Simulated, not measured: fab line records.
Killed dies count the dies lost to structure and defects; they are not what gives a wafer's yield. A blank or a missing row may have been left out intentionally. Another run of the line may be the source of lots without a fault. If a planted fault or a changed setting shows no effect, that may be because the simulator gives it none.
Which of the tools did it? :: flow sky130 :: at 1 step of a route of 708, 6 lots with 18 wafers sampled

== WHAT THE GAUGES SHOWED, per wafer ==
SKY_FIELD_ISO_THK_MEAS_04.
lot: L371
measured: day 2 16:10
on: film metro-01
FIELD_ISO_CVD_03_THK (nm): 164.8 163.6 163.6

lot: L374
measured: day 3 05:59
on: film metro-03
FIELD_ISO_CVD_03_THK (nm): 162.5 162.7 160.8

lot: L376
measured: day 3 16:04
on: film metro-03
FIELD_ISO_CVD_03_THK (nm): 163.5 162.1 162.8

lot: L379
measured: day 4 07:51
on: film metro-01
FIELD_ISO_CVD_03_THK (nm): 161.2 162.9 161.6

lot: L382
measured: day 5 02:12
on: film metro-02
FIELD_ISO_CVD_03_THK (nm): 162.0 160.4 161.8

lot: L388
measured: day 6 05:16
on: film metro-03
FIELD_ISO_CVD_03_THK (nm): 161.6 160.8 161.5

== WHAT TOOL EACH LOT RAN ON (gives the tool, then ch and the chambers of the sampled wafers, and finally the start) ==
The record shows no process step preceding these readings.

== THE ANSWER, worked out from the rows above alone ==
Rule: what is usual is taken from the lots themselves. The widest of any qualifying gaps counts: lots, ordered by their means at a reading, are off when they make up no more than a third of the lots, leave a main group of 4 or more, and stand apart from it by 3 or more times the standard deviation of that group's means. A main group whose means are all the same, to the digits that the tables above print for the reading, isn't used. Also off: a lot with no number at a reading for which 4 or more lots have one. Any other lot the step has rows for is counted as sound.
No lot is off on any of the readings shown, so nothing can be concluded from this.

== WHAT HAD BEEN PUT IN BY THE SIMULATOR ==
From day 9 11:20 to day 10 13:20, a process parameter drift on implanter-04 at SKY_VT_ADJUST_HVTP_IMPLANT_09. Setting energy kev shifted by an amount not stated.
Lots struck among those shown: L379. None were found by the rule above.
